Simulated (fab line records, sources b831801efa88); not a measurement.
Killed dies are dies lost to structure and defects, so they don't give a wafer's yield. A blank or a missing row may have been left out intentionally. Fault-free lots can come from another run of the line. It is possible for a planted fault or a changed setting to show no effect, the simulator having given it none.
One fault seen from 2 desks    flow gf180mcu    what lay behind the numbers comes last; until then each desk has only its own

TOOL OWNER'S DESK, pecvd-04
The tool's own readings at GF_V1_CVD_02 (deposits SiO2 from TEOS, target thk 850 nm, time 94.851 s): means of the sampled wafers that have a number, for each lot that ran on this tool. A lot is out of limits, marked OUT, if its mean lies more than 4 standard deviations from the usual mean; the brackets give that distance.
Columns: A = heater power w at GF_V1_CVD_02, usual 649 W; B = run length s at GF_V1_CVD_02, usual 122.8 s
lot   first seen here  A    B
L741  day 17 18:39     580  122.8
L751  day 21 12:38     652  125.4 (+5.5) OUT
L761  day 25 03:43     630  122.1
Finding of this desk: L751 out of limits; the first was L751 at day 21 12:38, on run length s at GF_V1_CVD_02. L741, L761: within limits.

AT THE METROLOGY DESK
What the gauges read for every lot (on any tool): the sampled wafers with a number, averaged. A lot is out of limits, marked OUT, if its mean lies more than 4 standard deviations from the usual mean; the brackets give that distance.
Columns: A = cd nm at GF_M1_CD_MEAS_14, usual 230.2 nm; B = V1_CVD_02_THK at GF_V1_THK_MEAS_03, usual 849 nm; C = V1_OVL at GF_V1_OVL_MEAS_15, usual 1 nm
lot   first seen here  A      B    C
L740  day 17 04:33     228.7  862  -0
L741  day 17 17:41     229.6  836  -4
L742  day 17 22:36     230.2  845  -3
L743  day 18 10:34     229.1  840  2
L751  day 21 11:42     231.2  873  0
L754  day 22 11:02     230.2  851  3
L755  day 22 19:28     230.5  848  3
L756  day 23 00:31     230.8  845  2
L759  day 24 05:05     228.5  853  1
L762  day 25 00:31     229.0  855  6
L761  day 25 02:48     230.3  859  1
L763  day 25 09:27     231.7  856  -1
Result from this desk: across the 12 lots, nothing is out of limits.

ALL TOGETHER
An alarm could have come from the tool owner's desk at day 21 12:38, on L751.
Metrology desk: nothing out of limits seen.
The metrology desk has L751 on record, within its limits.
Every lot named ran GF_V1_CVD_02 on pecvd-04.

WHAT THE SIMULATOR PUT IN
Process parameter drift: pecvd-04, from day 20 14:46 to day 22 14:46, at GF_V1_CVD_02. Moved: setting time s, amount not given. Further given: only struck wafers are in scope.
Lots struck among those shown: L751.
How many hours passed from the start of the fault until each desk's first out-of-limits reading: the tool owner's desk, 22.
